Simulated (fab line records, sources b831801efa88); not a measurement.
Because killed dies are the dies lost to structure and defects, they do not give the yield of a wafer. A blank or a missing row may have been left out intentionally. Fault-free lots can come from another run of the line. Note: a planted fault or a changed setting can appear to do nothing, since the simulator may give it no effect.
A struck lot beside a sound one	flow sky130	16 steps out of a route of 708
Sound: these wafers, L992.1, L992.2, L992.5. The struck wafers were L996.1, L996.2, L996.3. The cause is given at the end.
At each step with rows: each side's tool, then ch and its chambers, then its first start. Under that, the readings that differ: sound wafers	struck wafers	difference of the means	sigmas: that difference in standard deviations of wafers without a fault.
alike: same words and numbers on both sides, and readings whose means sit less than 2 such deviations apart. not compared: any withheld reading, any reading some wafer has no value for, any bound like >300 that may hide the same value, and any number with overlapping values for which the record gives no deviation.
The two part at a step that has a row with sigmas, a row that says differs or no value, or rows on one side only. Non-overlapping numbers with no deviation appear without sigmas and do not part them. A reading that every wafer of one side lacks parts them only if that side has two wafers or more.

first, 2 steps without rows for these wafers: SKY_METAL4_PEB_11; SKY_METAL4_DEVELOP_12 (develop time 60 s).
SKY_METAL4_CD_MEAS_13: the cd target is 300 nm.
  sound on cd_sem-02 at day 42 09:34; struck on cd_sem-01 at day 43 15:15
  alike: cd_nm
SKY_METAL4_OVL_MEAS_14:
  sound on overlay-01 at day 42 09:41; struck on overlay-02 at day 43 15:22
  alike: METAL4_OVL
SKY_METAL4_DESCUM_15: chemistry O2, time 8 s.
  sound on rie_metal-04 ch 0,1, day 42 09:43; struck on rie_metal-02 ch 0,1, day 43 15:25
  alike: drypump_motor_current_A, oes_product_au, temp_c
  not compared: rf_hours_counter_h
SKY_METAL4_ETCH_16: etches BARC in N2/H2, stops on SiO2, time 88.2 s, target depth 60 nm.
  sound on rie_metal-04 ch 0,1, day 42 09:44; struck on rie_metal-02 ch 0,1, day 43 15:26
  alike: drypump_motor_current_A, oes_product_au, throttle_valve_pct
  not compared: rf_hours_counter_h
SKY_METAL4_ETCH_17: etches SiO2 in C4F8/O2/Ar, stops on TiN, time 3.9 s, target depth 15 nm.
  sound on rie_diel-01 ch 1,2, day 42 09:50; struck on rie_diel-02 ch 0,1,2, day 43 15:32
  alike: oes_product_au
SKY_METAL4_METAL_ETCH_18: etches the open film in Cl2/BCl3, stops on SiO2, target depth 845 nm, time 183.1 s.
  sound on rie_metal-02 ch 0,1, day 42 09:52; struck on rie_metal-02 ch 0,1, day 43 15:34
  alike: drypump_motor_current_A, oes_product_au, throttle_valve_pct
  not compared: rf_hours_counter_h
then, 4 steps without rows for these wafers: SKY_METAL4_STRIP_19 (strips in O2/N2); SKY_METAL4_STRIP_20 (strips in post etch residue remover, time 1200 s); SKY_METAL4_CLEAN_21 (cleans in IPA, time 180 s); SKY_METAL4_CLEAN_22 (cleans in O3/DIW).
SKY_VIA4_HDPCVD_00: deposits SiO2, target thk 1750 nm, time 291.7 s.
  sound on hdpcvd-01 ch 0,1,2, day 42 10:38; struck on hdpcvd-01 ch 0,1,2, day 43 16:20
reading	sound	struck	difference	sigmas
model.SiO2_of_VIA4_HDPCVD_00.thk_nm (nm)	1735 1742 1758	798.7 783.4 790.6	-954.1	
SKY_VIA4_THK_MEAS_01:
  sound on film_metro-04 at day 42 10:49; struck on film_metro-02 at day 43 16:44
reading	sound	struck	difference	sigmas
VIA4_HDPCVD_THK (nm)	1734 1742 1758	799 784 790	-954	-53
  not compared: hold
SKY_VIA4_CMP_02: polishes SiO2.
  sound on cmp-02 ch 0,1,2, day 42 10:58; struck on cmp-01 ch 0,1,2, day 43 21:24
reading	sound	struck	difference	sigmas
hold	- - -	await_dispo/4.3h/release await_dispo/4.3h/release await_dispo/4.3h/release	no value on the sound wafers	
  alike: head_pressure_psi, motor_current_A
-- the record jumps here: 4 days lie between the struck wafers' starts before and after (it left off in module VIA4 and takes up again in module PAD_OPEN, whose first step shown is number 708 of the route) --
SKY_PAD_OPEN_PROBE_99:
  sound on prober-02 at day 46 08:23; struck on prober-01 at day 47 11:25
reading	sound	struck	difference	sigmas
model.etest.tester.sort_n_pass	414 407 418	223 237 227	-184	
model.etest.tester.sort_bin_3_pct (%)	1.22 1.423 1.22	35.98 36.59 36.79	+35.17	
model.etest.tester.sort_yield_pct (%)	84.15 82.72 84.96	45.33 48.17 46.14	-37.40	
model.etest.met5_comb.leak_log10_a_um	-11.96 -12.1 -11.88	-6.925 -7.037 -7.047	+4.977	
model.etest.tester.sort_bin_8_pct (%)	0 0 0	1.072e-06 1.355e-06 3.483e-07	+9.251e-07	
  alike: defect_limited_yield, killed_at_M0_to_M3, killed_at_M4_up, killed_at_contacts, killed_at_front_end, killed_at_other, killed_dies, killed_open, killed_short

== WHERE THEY PART ==
Earliest at SKY_VIA4_THK_MEAS_01; latest, in this record, at SKY_VIA4_CMP_02. Later steps at which nothing parts them and some readings are alike: SKY_PAD_OPEN_PROBE_99.

WHY: whatever the simulator had introduced
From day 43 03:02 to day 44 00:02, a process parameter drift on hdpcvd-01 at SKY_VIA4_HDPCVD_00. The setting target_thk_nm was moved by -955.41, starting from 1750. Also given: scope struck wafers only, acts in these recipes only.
